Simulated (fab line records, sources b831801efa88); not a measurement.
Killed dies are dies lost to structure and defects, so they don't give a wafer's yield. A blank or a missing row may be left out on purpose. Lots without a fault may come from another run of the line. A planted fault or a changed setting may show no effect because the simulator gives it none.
Which tool did it? | flow sky130 | 11 lots, 33 wafers sampled, at 1 step of a route of 708

WHAT THE GAUGES READ, wafer by wafer
SKY_VIA1_OVL_MEAS_13.
lot  | measured     | on         | VIA1_OVL (nm)
L260 | day 33 23:33 | overlay-01 | 6 8 4
L261 | day 34 07:27 | overlay-02 | 8 3 0
L262 | day 34 10:32 | overlay-02 | 7 5 13
L263 | day 35 00:02 | overlay-02 | 5 7 3
L264 | day 35 12:14 | overlay-01 | -14 -4 -14
L266 | day 35 20:41 | overlay-02 | 6 3 0
L268 | day 36 09:05 | overlay-01 | 4 2 5
L271 | day 37 21:08 | overlay-01 | 2 0 -1
L273 | day 38 09:25 | overlay-01 | -1 0 4
L275 | day 38 21:32 | overlay-02 | 0 -3 -7
L277 | day 39 11:44 | overlay-01 | -6 -6 3

WHICH TOOL RAN EACH LOT (tool, then ch and the chambers of the sampled wafers, then the start)
The record holds no process step before these readings.

WHAT THE TOOLS THEMSELVES READ (means of the sampled wafers that have a number; where no wafer has one, the mark that the record gives instead)
The record holds no such reading with a usual standard deviation.

THE ANSWER, worked out from the rows above alone
Rule: what is usual is taken from the lots themselves. Put in order of their means at a reading, lots are off if they are a third of the lots or fewer, leave a main group of 4 or more, and stand apart from it by a gap of 3 or more times the standard deviation of the main group's means; of several such gaps the widest counts. A main group whose means are all the same, to the digits that the tables above print for the reading, isn't used. A lot without any number at a reading at which 4 lots or more have one is off too. The other lots that the step has rows for count as sound. The gauges are gone through in route order, then the tools' own readings, and for those a lot's mean is taken as printed above. The first step at which some lot is off is used, and at that step the reading that is off furthest; a lot without a number counts as furthest.
No lot is off at any reading shown: from this, nothing can be told.

WHAT THE SIMULATOR HAD PUT IN
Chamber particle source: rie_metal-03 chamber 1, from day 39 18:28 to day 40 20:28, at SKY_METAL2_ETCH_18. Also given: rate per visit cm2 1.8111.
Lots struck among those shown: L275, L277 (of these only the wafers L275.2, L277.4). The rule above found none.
